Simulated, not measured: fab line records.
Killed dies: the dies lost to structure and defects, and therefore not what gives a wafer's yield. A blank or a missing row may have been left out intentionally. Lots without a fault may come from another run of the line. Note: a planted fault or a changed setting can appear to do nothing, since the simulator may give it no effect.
The tool behind it: which one? | flow sky130 | 36 wafers from 12 lots sampled at 5 of the route's 708 steps

## WHAT THE GAUGES READ, wafer by wafer
No reading from a measuring or inspecting step in the record can be judged against a usual standard deviation.

## WHICH TOOL RAN EACH LOT (tool, then ch and the chambers of the sampled wafers, then the start)
lot  | SKY_VIA2_SPUTTER_20          | SKY_VIA2_CMP_24               | SKY_METAL3_SPUTTER_02        | SKY_CAPM_CVD_00                 | SKY_PAD_OPEN_PROBE_99
L708 | pvd-sputter-03, day 36 13:19 | cmp-02 ch 0,1,2, day 36 13:47 | pvd-sputter-01, day 36 14:17 | pecvd-04 ch 0,1,2, day 36 14:23 | prober-02, day 45 23:55
L709 | pvd-sputter-03, day 36 17:10 | cmp-01 ch 0,2,3, day 36 17:32 | pvd-sputter-01, day 36 17:53 | pecvd-03 ch 1,2, day 36 17:59   | prober-01, day 46 03:34
L710 | pvd-sputter-03, day 37 01:49 | cmp-01 ch 0,3, day 37 02:14   | pvd-sputter-02, day 37 02:32 | pecvd-03 ch 0,1,2, day 37 02:39 | prober-02, day 46 08:44
L711 | pvd-sputter-02, day 37 06:46 | cmp-01 ch 0,1, day 37 07:11   | pvd-sputter-01, day 37 07:29 | pecvd-04 ch 0,1, day 37 07:35   | prober-01, day 46 15:29
L712 | pvd-sputter-04, day 37 19:14 | cmp-01 ch 0,3, day 37 19:40   | pvd-sputter-02, day 37 19:58 | pecvd-02 ch 0,2, day 37 20:04   | prober-02, day 47 01:04
L714 | pvd-sputter-02, day 38 09:13 | cmp-02 ch 0,2, day 38 09:35   | pvd-sputter-04, day 38 09:56 | pecvd-04 ch 0,1, day 38 10:02   | prober-01, day 47 09:40
L720 | pvd-sputter-02, day 40 11:31 | cmp-01 ch 1,2,3, day 40 11:53 | pvd-sputter-02, day 40 12:14 | pecvd-04 ch 0,1,2, day 40 12:20 | prober-02, day 49 03:13
L721 | pvd-sputter-02, day 40 20:31 | cmp-02 ch 0,2,3, day 40 21:16 | pvd-sputter-01, day 40 21:31 | pecvd-02 ch 0,2, day 40 21:37   | prober-01, day 49 08:27
L723 | pvd-sputter-03, day 41 04:52 | cmp-02 ch 0,1,3, day 41 05:17 | pvd-sputter-02, day 41 05:35 | pecvd-02 ch 0,1,2, day 41 05:41 | prober-01, day 49 14:52
L727 | pvd-sputter-03, day 42 08:04 | cmp-02 ch 0,3, day 42 08:26   | pvd-sputter-01, day 42 08:47 | pecvd-02 ch 1,2, day 42 08:53   | prober-01, day 50 09:29
L729 | pvd-sputter-04, day 42 22:43 | cmp-01 ch 0,1,3, day 42 23:11 | pvd-sputter-01, day 42 23:26 | pecvd-03 ch 0,2, day 42 23:32   | prober-01, day 50 21:14
L730 | pvd-sputter-04, day 43 02:46 | cmp-02 ch 0,1,3, day 43 03:17 | pvd-sputter-02, day 43 03:29 | pecvd-04 ch 0,2, day 43 03:35   | prober-01, day 51 00:14
- SKY_VIA2_SPUTTER_20: material TiN, target thk 20 nm, time 80 s.
- SKY_VIA2_CMP_24: polishes, stops on SiO2, t overpolish 20 s, target thk 0 nm.
- SKY_METAL3_SPUTTER_02: material AlCu, target thk 735 nm, time 39.1 s.
- SKY_CAPM_CVD_00: deposits SiO2, target thk 15.5 nm.
- SKY_PAD_OPEN_PROBE_99

## AS READ BY THE TOOLS THEMSELVES (means over the sampled wafers that have a number; for cases with no such wafer, the mark the record gives instead)
SKY_VIA2_SPUTTER_20.
lot  | tool           | cathode-dc-power-W (W) | throttle-valve-pct (%)
L708 | pvd-sputter-03 | 4000.1                 | 29.7
L709 | pvd-sputter-03 | 4000.2                 | 29.3
L710 | pvd-sputter-03 | 4000.1                 | 29.9
L711 | pvd-sputter-02 | 3999.9                 | 30.1
L712 | pvd-sputter-04 | 4000.4                 | 30.9
L714 | pvd-sputter-02 | 3999.9                 | 29.6
L720 | pvd-sputter-02 | 3683.2                 | 30.4
L721 | pvd-sputter-02 | 3842.0                 | 29.7
L723 | pvd-sputter-03 | 3999.9                 | 29.2
L727 | pvd-sputter-03 | 4000.0                 | 29.7
L729 | pvd-sputter-04 | 4000.3                 | 31.3
L730 | pvd-sputter-04 | 3999.8                 | 31.4

SKY_VIA2_CMP_24.
lot  | tool   | motor-current-A (A) | platen-rpm (rpm)
L708 | cmp-02 | 10.1                | 59.99
L709 | cmp-01 | 10.5                | 59.99
L710 | cmp-01 | 11.0                | 60.02
L711 | cmp-01 | 11.7                | 60.05
L712 | cmp-01 | 10.1                | 60.00
L714 | cmp-02 | 9.8                 | 60.02
L720 | cmp-01 | 10.1                | 60.03
L721 | cmp-02 | 10.2                | 59.99
L723 | cmp-02 | 10.6                | 60.03
L727 | cmp-02 | 10.4                | 59.98
L729 | cmp-01 | 10.8                | 59.98
L730 | cmp-02 | 10.7                | 60.02

SKY_METAL3_SPUTTER_02.
lot  | tool           | cathode-dc-power-W (W) | throttle-valve-pct (%)
L708 | pvd-sputter-01 | 10601                  | 29.3
L709 | pvd-sputter-01 | 10599                  | 29.5
L710 | pvd-sputter-02 | 10603                  | 30.3
L711 | pvd-sputter-01 | 10600                  | 29.3
L712 | pvd-sputter-02 | 10601                  | 30.4
L714 | pvd-sputter-04 | 10602                  | 29.8
L720 | pvd-sputter-02 | 10600                  | 29.9
L721 | pvd-sputter-01 | 10600                  | 29.1
L723 | pvd-sputter-02 | 10602                  | 30.1
L727 | pvd-sputter-01 | 10599                  | 29.8
L729 | pvd-sputter-01 | 10599                  | 29.4
L730 | pvd-sputter-02 | 10597                  | 30.1

SKY_CAPM_CVD_00.
lot  | tool     | heater-power-w (W)
L708 | pecvd-04 | 811
L709 | pecvd-03 | 688
L710 | pecvd-03 | 704
L711 | pecvd-04 | 869
L712 | pecvd-02 | 722
L714 | pecvd-04 | 842
L720 | pecvd-04 | 820
L721 | pecvd-02 | 714
L723 | pecvd-02 | 692
L727 | pecvd-02 | 725
L729 | pecvd-03 | 734
L730 | pecvd-04 | 787

SKY_PAD_OPEN_PROBE_99.
lot  | tool      | defect-limited-yield (%) | killed_at_M0_to_M3 | killed_at_M4_up | killed-at-contacts | killed-at-front-end | killed-at-other | killed-dies | killed-open | killed-short | sort_bin_3_pad_short (%) | sort_bin_5_function (%) | sort_bin_6_memory (%) | sort-n-pass | sort-yield-pct (%)
L708 | prober-02 | 79.7                     | 50                 | 2.3             | 27                 | 19                  | 1.0             | 100         | 53          | 45           | 0.7                      | 12.5                    | 7.0                   | 392         | 79.7
L709 | prober-01 | 80.3                     | 46                 | 2.7             | 28                 | 21                  | 0.0             | 97          | 58          | 39           | 0.7                      | 11.3                    | 7.8                   | 395         | 80.3
L710 | prober-02 | 82.0                     | 46                 | 3.3             | 19                 | 19                  | 0.7             | 88          | 47          | 40           | 1.0                      | 10.2                    | 6.7                   | 404         | 82.0
L711 | prober-01 | 83.7                     | 40                 | 2.0             | 23                 | 15                  | 0.3             | 80          | 45          | 35           | 1.0                      | 9.7                     | 5.6                   | 412         | 83.7
L712 | prober-02 | 81.2                     | 46                 | 2.0             | 28                 | 16                  | 0.0             | 92          | 45          | 48           | 1.1                      | 11.8                    | 5.9                   | 400         | 81.2
L714 | prober-01 | 83.3                     | 39                 | 3.3             | 23                 | 17                  | 0.3             | 82          | 46          | 36           | 0.3                      | 10.5                    | 5.9                   | 410         | 83.3
L720 | prober-02 | 82.2                     | 37                 | 4.0             | 25                 | 22                  | 0.3             | 88          | 42          | 43           | 0.4                      | 11.5                    | 5.9                   | 404         | 82.2
L721 | prober-01 | 81.7                     | 45                 | 3.3             | 25                 | 16                  | 0.3             | 90          | 51          | 39           | 0.8                      | 10.5                    | 7.0                   | 402         | 81.7
L723 | prober-01 | 79.5                     | 50                 | 3.3             | 32                 | 15                  | 0.3             | 101         | 61          | 40           | 1.0                      | 11.7                    | 7.8                   | 391         | 79.5
L727 | prober-01 | 81.6                     | 47                 | 3.0             | 27                 | 13                  | 0.0             | 91          | 53          | 37           | 0.9                      | 9.8                     | 7.8                   | 401         | 81.6
L729 | prober-01 | 83.2                     | 44                 | 2.3             | 20                 | 16                  | 0.3             | 83          | 48          | 35           | 0.9                      | 10.1                    | 5.8                   | 409         | 83.2
L730 | prober-01 | 82.8                     | 36                 | 5.3             | 29                 | 15                  | 0.3             | 85          | 48          | 35           | 0.9                      | 9.6                     | 6.7                   | 407         | 82.8

## THE ANSWER, worked out from the rows above alone
Rule: what is usual is taken from the lots themselves. The widest of any qualifying gaps counts: lots, ordered by their means at a reading, are off when they make up no more than a third of the lots, leave a main group of 4 or more, and stand apart from it by 3 or more times the standard deviation of that group's means. A main group whose means are all the same, to the digits that the tables above print for the reading, isn't used. A lot without any number at a reading at which 4 lots or more have one is off too. The other lots that the step has rows for count as sound. After the gauges, taken in route order, come the tools' own readings; for these a lot's mean is taken, as printed above. The first step at which some lot is off is used, and at that step the reading that is off furthest; a lot without a number counts as furthest.
Off: L720, L721 (SKY_VIA2_SPUTTER_20, cathode-dc-power-W). For the main group the mean is 4000.1 W and the standard deviation 0.19.
If a tool, at that step or one of the process steps before it, ran each lot that is off and ran no sound lot following the first of them, it fits. One fits: SKY_VIA2_SPUTTER_20 on pvd-sputter-02. A fault onset in the window from L714 (day 38 09:13, its last sound lot) to L720 (day 40 11:31, its first lot off) fits.
On the lots that are off, the tool's own readings at SKY_VIA2_SPUTTER_20 differ by more than 5 times the standard deviation of the sound lots' means, which bears it out; cathode-dc-power-W reads 3762.6 W there versus 4000.1 W on the sound lots.

## WHAT THE SIMULATOR HAD PUT IN
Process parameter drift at SKY_VIA2_SPUTTER_20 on pvd-sputter-02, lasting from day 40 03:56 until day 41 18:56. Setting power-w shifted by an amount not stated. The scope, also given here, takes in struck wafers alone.
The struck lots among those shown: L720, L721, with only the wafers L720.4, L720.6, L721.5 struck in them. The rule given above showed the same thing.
